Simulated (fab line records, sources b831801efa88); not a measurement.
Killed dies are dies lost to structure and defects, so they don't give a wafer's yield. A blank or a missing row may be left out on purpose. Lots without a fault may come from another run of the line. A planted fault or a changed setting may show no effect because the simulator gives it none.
Problem report in the 8D (eight disciplines) form, filled by code | flow sky130 | the parts of the form that need people (team, actions taken, sign-off) are left out

1. THE PROBLEM
spin_speed_rpm at SKY_METAL2_COAT_10 reads a mean of 2828.7 rpm on 6 wafers of 2 lots; wafers without a fault read 2999.7 rpm with a standard deviation of 2. That is -85 standard deviations from the usual mean.
The step: resist thk 450 nm.
First seen on wafer L428.1, day 38 22:00, on litho_track-01. The record holds 33 wafers of 11 lots with a number at this step. Rule for "out", or "out of limits": more than 4 standard deviations from the usual mean. The other wafers with a number count as sound.

2. WHAT IT IS AND WHAT IT IS NOT
question                    | is                     | is not
which readings at this step | spin_speed_rpm         | -
which lots                  | L428, L429             | L415, L416, L417, L425, L431, L432, L435, L436, L438
which wafers of those lots  | all that have a number | -
read on which tools         | litho_track-01         | litho_track-03, litho_track-04
when                        | from day 38 22:00      | up to then (12 sound wafers); but 15 sound wafers of L431, L432, L435, L436, L438 came after

3. SUSPECTS, AND WHAT RULES EACH OUT
Counting: a tool at a process step up to the reading stays a suspect if it ran every lot that is out and no sound lot after the first of them.
- litho_track-01 at SKY_METAL2_COAT_10 (resist thk 450 nm): kept. It ran every lot that is out, first L428 (day 38 22:00), and no sound lot after that; its last sound lot up to then is L425 (day 37 14:00). Its own readings are out on those wafers: spin_speed_rpm.
Left after counting: litho_track-01 at SKY_METAL2_COAT_10.

4. THE CAUSE (what the simulator had put in)
Process parameter drift: litho_track-01, from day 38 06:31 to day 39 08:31, at SKY_METAL2_COAT_10. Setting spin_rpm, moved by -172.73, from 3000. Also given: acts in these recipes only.
Counting left only this tool.

5. THE CHAIN OF EFFECTS, in route order
Each row: a reading whose mean over the struck wafers that have a number lies more than 3 standard deviations from the usual. Only readings for which the record gives a usual standard deviation are gone through. hours: the time from each lot's start at the first step in this table that gives one to its start at this step, as a median over the lots. sigmas: the change in usual standard deviations.
hours | step                | reading                  | usual      | on struck wafers | change | sigmas
0     | SKY_METAL2_COAT_10  | spin_speed_rpm           | 2999.7 rpm | 2828.7           | -171.0 | -85
13    | SKY_METAL2_STRIP_20 | strip_time_to_endpoint_s | 2.70 s     | 2.84             | +0.14  | +4.3
The process steps in it:
- SKY_METAL2_COAT_10: resist thk 450 nm.
- SKY_METAL2_STRIP_20: strips in O2/N2.

6. WHAT WOULD HAVE CAUGHT IT SOONER
In this record the first reading out of limits was taken at day 38 22:00, 15 hours after the fault began at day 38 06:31.
